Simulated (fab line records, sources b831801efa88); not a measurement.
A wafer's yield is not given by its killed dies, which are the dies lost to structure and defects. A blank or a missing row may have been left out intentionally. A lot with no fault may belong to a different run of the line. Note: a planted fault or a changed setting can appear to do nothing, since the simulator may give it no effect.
A struck lot beside a sound one | flow sky130 | 19 steps out of a route of 708
Sound: wafers L223.1, L223.5, L223.6. Struck: wafers L224.1, L224.5. (L224.6 of the same lot was not struck and is left out.) The cause comes at the end.
Per side, at each step with rows, come the tool, then ch with its chambers, and then its first start. Under that, the readings that differ: sound wafers | struck wafers | difference of the means | sigmas: that difference in standard deviations of wafers without a fault.
alike: readings whose means differ by less than 2 such deviations, and words and numbers that are the same on both sides. not compared: withheld readings, readings that some wafer has no value for, bounds like >300 that may hide the same value, and numbers for which the record gives no deviation and whose values overlap.
The two part at a step that has a row with sigmas, a row that says differs or no value, or rows on one side only. When numbers do not overlap yet have no deviation, they are printed without sigmas and do not part them. A reading missing from all wafers of one side parts the sides only when that side holds two or more wafers.

first, 6 steps without rows for these wafers: SKY_CONTACT_ETCH_17 (etches SiO2 in C4F8/O2/Ar, stops on Si3N4, target depth 340 nm); SKY_CONTACT_ETCH_18 (etches Si3N4 in CHF3/O2, stops on TiN, time 39 s, target depth 75 nm); SKY_CONTACT_STRIP_19 (strips in O2/N2); SKY_CONTACT_STRIP_20 (strips in post etch residue remover, time 1200 s); SKY_CONTACT_CLEAN_21 (cleans in IPA, time 180 s); SKY_CONTACT_CLEAN_22 (cleans in O3/DIW).
SKY_CONTACT_SPUTTER_23: material TiN, target thk 20 nm, time 80 s.
  sound on pvd sputter-03, day 34 01:32; struck on pvd sputter-02, day 34 02:25
  alike: throttle valve pct
SKY_CONTACT_CVD_24: deposits W, target thk 340 nm, time 102.12 s.
  sound on cvd w-01 ch 0,1, day 34 01:37; struck on cvd w-01 ch 1, day 34 02:29
  alike: heater power w
  not compared: since wet clean h
SKY_CONTACT_RS_MEAS_25: measurement is done with a four-point probe.
  sound on film metro-03, day 34 01:43; struck on film metro-02, day 34 02:35
  alike: CONTACT_W_RS
SKY_CONTACT_THK_MEAS_26: measures by xrf.
  sound on film metro-03, day 34 01:50; struck on film metro-02, day 34 02:43
  alike: CONTACT_W_THK
then, 1 step without rows for these wafers: SKY_CONTACT_CMP_27 (polishes, stops on SiO2, t overpolish 15 s, target thk 0 nm).
SKY_METAL1_SPUTTER_00: material Ti, target thk 15 nm, time 10 s.
  sound on pvd sputter-04, day 34 02:12; struck on pvd sputter-02, day 34 03:04
  alike: throttle valve pct
SKY_METAL1_SPUTTER_01: material TiN, target thk 20 nm, time 16.7 s.
  sound on pvd sputter-04, day 34 02:13; struck on pvd sputter-02, day 34 03:05
  reading                                    | sound             | struck      | difference | sigmas
  model.TiN_of_METAL1_SPUTTER_01.thk nm (nm) | 20.06 20.07 19.72 | 34.73 34.59 | +14.71     |
  alike: throttle valve pct
SKY_METAL1_SPUTTER_02: material AlCu, target thk 250 nm, time 13.3 s.
  sound on pvd sputter-04, day 34 02:14; struck on pvd sputter-02, day 34 03:07
  alike: throttle valve pct
then, 1 step without rows for these wafers: SKY_METAL1_SPUTTER_03 (material Ti, target thk 5 nm, time 3.3 s).
SKY_METAL1_SPUTTER_04: material TiN, target thk 70 nm, time 58.3 s.
  sound on pvd sputter-04, day 34 02:17; struck on pvd sputter-02, day 34 03:10
  alike: throttle valve pct
SKY_METAL1_RS_MEAS_05: measurement is done with a four-point probe.
  sound on film metro-03, day 34 02:20; struck on film metro-03, day 34 03:29
  alike: METAL1_ALCU_RS
  not compared: hold
SKY_METAL1_THK_MEAS_06: measures by xrf.
  sound on film metro-03, day 34 02:28; struck on film metro-03, day 34 10:28
  reading | sound | struck                                            | difference                   | sigmas
  hold    | - - - | await dispo/6.9h/release await dispo/6.9h/release | no value on the sound wafers |
  alike: METAL1_ALCU_THK
SKY_PAD_OPEN_PROBE_99:
  the record has rows for the sound wafers here (prober-01, day 47 14:13) and none for the struck ones

WHERE THEY PART
Last at SKY_PAD_OPEN_PROBE_99 as far as this record goes, first at SKY_METAL1_THK_MEAS_06.

WHY: what had been put in by the simulator
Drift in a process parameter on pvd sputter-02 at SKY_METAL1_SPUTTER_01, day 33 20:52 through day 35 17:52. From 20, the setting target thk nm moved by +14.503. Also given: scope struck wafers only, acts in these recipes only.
